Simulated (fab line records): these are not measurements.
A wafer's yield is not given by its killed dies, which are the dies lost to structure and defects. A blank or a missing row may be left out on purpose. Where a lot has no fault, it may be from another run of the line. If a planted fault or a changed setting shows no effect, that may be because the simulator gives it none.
A struck lot beside a sound one + flow sky130 + 21 steps out of a route of 708
Sound: wafers L921.3, L921.4, L921.5. Struck: wafers L927.1, L927.3, L927.6. At the end, the cause is stated.
Order at every step that has rows: each side's tool, ch and its chambers, its first start. Under that, the readings that differ: sound wafers + struck wafers + difference of the means + sigmas: that difference in standard deviations of wafers without a fault.
alike: same words and numbers on both sides, and readings whose means sit less than 2 such deviations apart. not compared: any withheld reading, any reading some wafer has no value for, any bound like >300 that may hide the same value, and any number with overlapping values for which the record gives no deviation.
A row with sigmas, a row that says differs or no value, or rows on one side alone: a step with any of these is where the two part. When numbers do not overlap yet have no deviation, they are printed without sigmas and do not part them. A reading missing from all wafers of one side parts the sides only when that side holds two or more wafers.

first, 4 steps without rows for these wafers: SKY_METAL3_STRIP_20 (strips in post etch residue remover, time 1200 s); SKY_METAL3_CLEAN_21 (cleans in IPA, time 180 s); SKY_METAL3_CLEAN_22 (cleans in O3/DIW); SKY_VIA3_HDPCVD_00 (deposits SiO2, target thk 1635 nm, time 272.5 s).
SKY_VIA3_THK_MEAS_01:
  struck on filmMetro-04, day 42 21:04; sound on filmMetro-04, day 41 09:53
  alike: VIA3_HDPCVD_THK
SKY_VIA3_CMP_02: polishes SiO2.
  sound on cmp-01 ch 2,3, day 41 09:55; struck on cmp-02 ch 0,2, day 42 21:08
  alike: motorCurrentA, platenRpm
SKY_VIA3_BOW_MEAS_03:
  struck on filmMetro-03, day 42 21:26; sound on filmMetro-01, day 41 10:16
  alike: VIA3_BOW
then, 5 steps without rows for these wafers: SKY_VIA3_DEHYDRATE_04 (time 60 s); SKY_VIA3_HMDS_05 (prime time 60 s); SKY_VIA3_COAT_06 (resist thk 60 nm); SKY_VIA3_COAT_07 (resist thk 450 nm); SKY_VIA3_SOFTBAKE_08 (time 90 s).
SKY_VIA3_EXPOSE_09: exposes mask VIM3, target cd 200 nm.
  sound on krfScanner-02 ch 0, day 41 22:21; struck on krfScanner-02 ch 0, day 43 09:07
| reading           | sound             | struck            | difference | sigmas |
|-------------------|-------------------|-------------------|------------|--------|
| exposureDoseMJCm2 | 37.96 37.91 37.91 | 41.07 41.03 41.11 | +3.14      | +95    |
  alike: mask, focusOffsetNm
then, 2 steps without rows for these wafers: SKY_VIA3_PEB_10; SKY_VIA3_DEVELOP_11 (develop time 60 s).
SKY_VIA3_CD_MEAS_12: target cd 200 nm.
  struck on cdSem-02, day 43 20:38; sound on cdSem-02, day 42 10:00
| reading   | sound             | struck            | difference | sigmas |
|-----------|-------------------|-------------------|------------|--------|
| cdNm (nm) | 199.5 199.3 200.4 | 200.4 162.7 201.4 | -11.6      | -11    |
SKY_VIA3_OVL_MEAS_13:
  struck on overlay-02, day 43 20:45; sound on overlay-02, day 42 10:05
  alike: VIA3_OVL
SKY_VIA3_ETCH_14: etches BARC in N2/H2, stops on SiO2, time 45.9 s, target depth 60 nm.
  sound on rieDiel-03 ch 0,2,3, day 42 10:07; struck on rieDiel-02 ch 1,2, day 43 20:47
  alike: drypumpMotorCurrentA, h2FlowSccm, oesProductAu, throttleValvePct
  not compared: rfHoursCounterH, model.VIA3.cdNm
SKY_VIA3_ETCH_15: etches SiO2 in C4F8/O2/Ar, stops on TiN, target depth 507 nm, time 78 s.
  sound on rieDiel-03 ch 0,2,3, day 42 10:10; struck on rieDiel-02 ch 1,2, day 43 20:50
| reading              | sound             | struck          | difference | sigmas |
|----------------------|-------------------|-----------------|------------|--------|
| model.VIA3.cdNm (nm) | 201.6 201.4 199.8 | 195.6 158.2 197 | -17.3      |        |
  alike: oesProductAu
  not compared: rfHoursCounterH
SKY_VIA3_STRIP_16: strips in O2/N2.
  sound on plasmaAsher-02 ch 0,1, day 42 10:15; struck on plasmaAsher-01 ch 0,1, day 43 20:53
| reading                  | sound             | struck            | difference | sigmas |
|--------------------------|-------------------|-------------------|------------|--------|
| stripTimeToEndpointS (s) | 4.119 4.148 4.134 | 4.102 4.067 4.058 | -0.058     | -2     |
  alike: drypumpMotorCurrentA, oesProductAu
  not compared: rfHoursCounterH
-- the record jumps here: 5 days lie between the struck wafers' starts before and after (it left off in module VIA3 and takes up again in module PAD_OPEN, whose first step shown is number 708 of the route) --
SKY_PAD_OPEN_PROBE_99:
  record: rows for the struck wafers here (prober-02, day 49 08:02), none for the sound ones

== WHERE THEY PART ==
At SKY_VIA3_EXPOSE_09 first; at SKY_PAD_OPEN_PROBE_99 last (within this record only).

WHY: whatever the simulator had introduced
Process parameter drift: krfScanner-02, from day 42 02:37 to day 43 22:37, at SKY_VIA3_EXPOSE_09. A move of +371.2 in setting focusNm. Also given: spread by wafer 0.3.
